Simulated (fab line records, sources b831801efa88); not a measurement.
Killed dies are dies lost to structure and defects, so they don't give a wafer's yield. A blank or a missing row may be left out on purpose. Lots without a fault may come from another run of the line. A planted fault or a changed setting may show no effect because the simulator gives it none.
Which tool did it? | flow sky130 | 11 lots, 33 wafers sampled, at 4 steps of a route of 708

WHAT THE GAUGES READ, wafer by wafer
SKY_SD_N_RS_MEAS_16: measures by four-point-probe.
lot  | measured     | on            | SD_N_RS (ohm/sq)
L503 | day 28 05:46 | film_metro-04 | 68.51 68.53 68.35
L504 | day 28 18:29 | film_metro-03 | 68.56 68.59 68.52
L510 | day 31 16:28 | film_metro-04 | 63.76 63.85 63.94 63.72 63.57 63.80
L512 | day 31 21:23 | film_metro-03 | 63.70 63.75 63.66 63.69 63.70 63.69
L515 | day 33 08:00 | film_metro-02 | 68.60 68.33 68.38
L517 | day 33 14:24 | film_metro-02 | 68.24 68.44 68.27
L519 | day 33 20:11 | film_metro-04 | 68.57 68.50 68.47
L520 | day 33 23:27 | film_metro-02 | 68.46 68.46 68.60
L523 | day 35 08:29 | film_metro-02 | 68.60 68.58 68.54
L524 | day 35 08:47 | film_metro-03 | 68.52 68.49 68.43
L525 | day 35 09:12 | film_metro-02 | 68.58 68.50 68.31

WHICH TOOL RAN EACH LOT (tool, then ch and the chambers of the sampled wafers, then the start)
lot  | SKY_POLY_CUT_ETCH_11               | SKY_SD_N_IMPLANT_09             | SKY_SD_N_STRIP_11
L503 | rie_diel-01 ch 0,1,3, day 24 13:49 | implanter-01 ch 0, day 28 05:05 | plasma_asher-01 ch 0,1, day 28 05:22
L504 | rie_diel-01 ch 1,2,3, day 25 02:26 | implanter-02 ch 0, day 28 17:47 | plasma_asher-02 ch 0,1, day 28 18:05
L510 | rie_diel-04 ch 0,1,2, day 28 03:20 | implanter-02 ch 0, day 31 15:29 | plasma_asher-04 ch 0,1, day 31 16:04
L512 | rie_diel-02 ch 0,2,3, day 28 07:32 | implanter-02 ch 0, day 31 19:52 | plasma_asher-04 ch 0,1, day 31 20:29
L515 | rie_diel-02 ch 0,2,3, day 29 19:32 | implanter-02 ch 0, day 33 07:19 | plasma_asher-02 ch 0,1, day 33 07:35
L517 | rie_diel-02 ch 0,1,3, day 30 03:11 | implanter-04 ch 0, day 33 13:43 | plasma_asher-01 ch 0,1, day 33 14:01
L519 | rie_diel-01 ch 0,1,2, day 30 09:11 | implanter-01 ch 0, day 33 19:29 | plasma_asher-02 ch 0,1, day 33 19:47
L520 | rie_diel-04 ch 0,1, day 30 11:23   | implanter-01 ch 0, day 33 22:46 | plasma_asher-01 ch 0,1, day 33 23:04
L523 | rie_diel-04 ch 0,1, day 31 23:17   | implanter-02 ch 0, day 35 07:48 | plasma_asher-04 ch 0,1, day 35 08:06
L524 | rie_diel-01 ch 0,1,3, day 31 23:17 | implanter-02 ch 0, day 35 08:06 | plasma_asher-04 ch 0,1, day 35 08:24
L525 | rie_diel-02 ch 0,3, day 32 00:50   | implanter-02 ch 0, day 35 08:31 | plasma_asher-02 ch 0,1, day 35 08:47
- SKY_POLY_CUT_ETCH_11: etches Si3N4 in CF4/CH2F2/Ar, stops on poly-Si, time 42.5 s, target depth 60 nm.
- SKY_SD_N_IMPLANT_09
- SKY_SD_N_STRIP_11: strips in O2/N2.

THE ANSWER, worked out from the rows above alone
Rule: what is usual is taken from the lots themselves. Put in order of their means at a reading, lots are off if they are a third of the lots or fewer, leave a main group of 4 or more, and stand apart from it by a gap of 3 or more times the standard deviation of the main group's means; of several such gaps the widest counts. A main group whose means are all the same, to the digits that the tables above print for the reading, isn't used. A lot without any number at a reading at which 4 lots or more have one is off too. The other lots that the step has rows for count as sound.
Off: L510, L512, at SKY_SD_N_RS_MEAS_16 (SD_N_RS). The main group: mean 68.48 ohm/sq, standard deviation 0.071.
A tool fits if, at a process step before that reading, it ran every lot that is off, and no sound lot after the first of them. The gauges at SKY_SD_N_RS_MEAS_16 are tried like those tools. None of those tried fits.

WHAT THE SIMULATOR HAD PUT IN
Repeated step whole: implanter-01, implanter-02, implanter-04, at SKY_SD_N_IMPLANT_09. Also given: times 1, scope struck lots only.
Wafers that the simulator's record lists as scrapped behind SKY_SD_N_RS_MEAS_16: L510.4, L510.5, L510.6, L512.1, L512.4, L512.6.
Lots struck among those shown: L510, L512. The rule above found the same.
